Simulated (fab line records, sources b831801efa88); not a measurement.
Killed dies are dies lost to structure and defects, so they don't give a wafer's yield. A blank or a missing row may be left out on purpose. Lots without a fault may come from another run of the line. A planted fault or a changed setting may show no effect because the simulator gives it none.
Problem report in the 8D (eight disciplines) form, filled by code | flow gf180mcu | the parts of the form that need people (team, actions taken, sign-off) are left out

1. THE PROBLEM
run_length_s at GF_VT_IMPLANT_RTA_45 reads a mean of 54.3 s on 3 wafers of 3 lots; wafers without a fault read 58.9 s with a standard deviation of 0.47. That is -9.9 standard deviations from the usual mean.
The step: time 30 s.
First seen on wafer L104.4, day 10 00:28, on rtp_anneal-01. The record holds 42 wafers of 15 lots with a number at this step. Rule for "out", or "out of limits": more than 4 standard deviations from the usual mean. The other wafers with a number count as sound.

2. WHAT IT IS AND WHAT IT IS NOT
question                    | is                     | is not
which readings at this step | run_length_s           | anneal_temp_c_max, chamber_o2_ppm, lamp_power_pct, wafer_temp_C_max
which lots                  | L104, L105, L106       | L100, L101, L102, L112, L114, L115, L116, L117, L118, L995, L998, L999
which wafers of those lots  | L104.4, L105.4, L106.5 | L104.1, L105.1, L106.2
read on which tools         | rtp_anneal-01          | rtp_anneal-02
when                        | from day 10 00:28      | up to then (19 sound wafers); but 20 sound wafers of L105, L106, L112, L114, L115, L116, L117, L118 came after

3. SUSPECTS, AND WHAT RULES EACH OUT
Counting: a tool at a process step up to the reading stays a suspect if it ran every lot that is out. Sound lots after the first of them don't rule it out here, since some wafers of a struck lot are sound.
- rtp_anneal-01 at GF_VT_IMPLANT_RTA_45 (time 30 s): kept. It ran every lot that is out, first L104 (day 10 00:28); its last sound lot up to then is L102 (day 9 15:16). Its own readings are out on those wafers: run_length_s.
Left after counting: rtp_anneal-01 at GF_VT_IMPLANT_RTA_45.

4. THE CAUSE (what the simulator had put in)
Process parameter drift: rtp_anneal-01, from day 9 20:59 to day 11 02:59, at GF_VT_IMPLANT_RTA_45. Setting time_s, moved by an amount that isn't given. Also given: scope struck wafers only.
Counting left only this tool.

5. THE CHAIN OF EFFECTS, in route order
Each row: a reading whose mean over the struck wafers that have a number lies more than 3 standard deviations from the usual. Only readings for which the record gives a usual standard deviation are gone through. hours: the time from each lot's start at the first step in this table that gives one to its start at this step, as a median over the lots. sigmas: the change in usual standard deviations.
hours | step                 | reading      | usual  | on struck wafers | change | sigmas
0     | GF_VT_IMPLANT_RTA_45 | run_length_s | 58.9 s | 54.3             | -4.6   | -9.9
The process steps in it:
- GF_VT_IMPLANT_RTA_45: time 30 s.
Later measuring or inspecting steps at which every struck wafer that the step has a row for has a number for every such reading, and none has moved that far: GF_NSD_OVL_MEAS_08, GF_PSD_TW_MEAS_11, GF_CONTACT_BOW_MEAS_05.

6. WHAT WOULD HAVE CAUGHT IT SOONER
In this record the first reading out of limits was taken at day 10 00:28, 3 hours after the fault began at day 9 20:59.
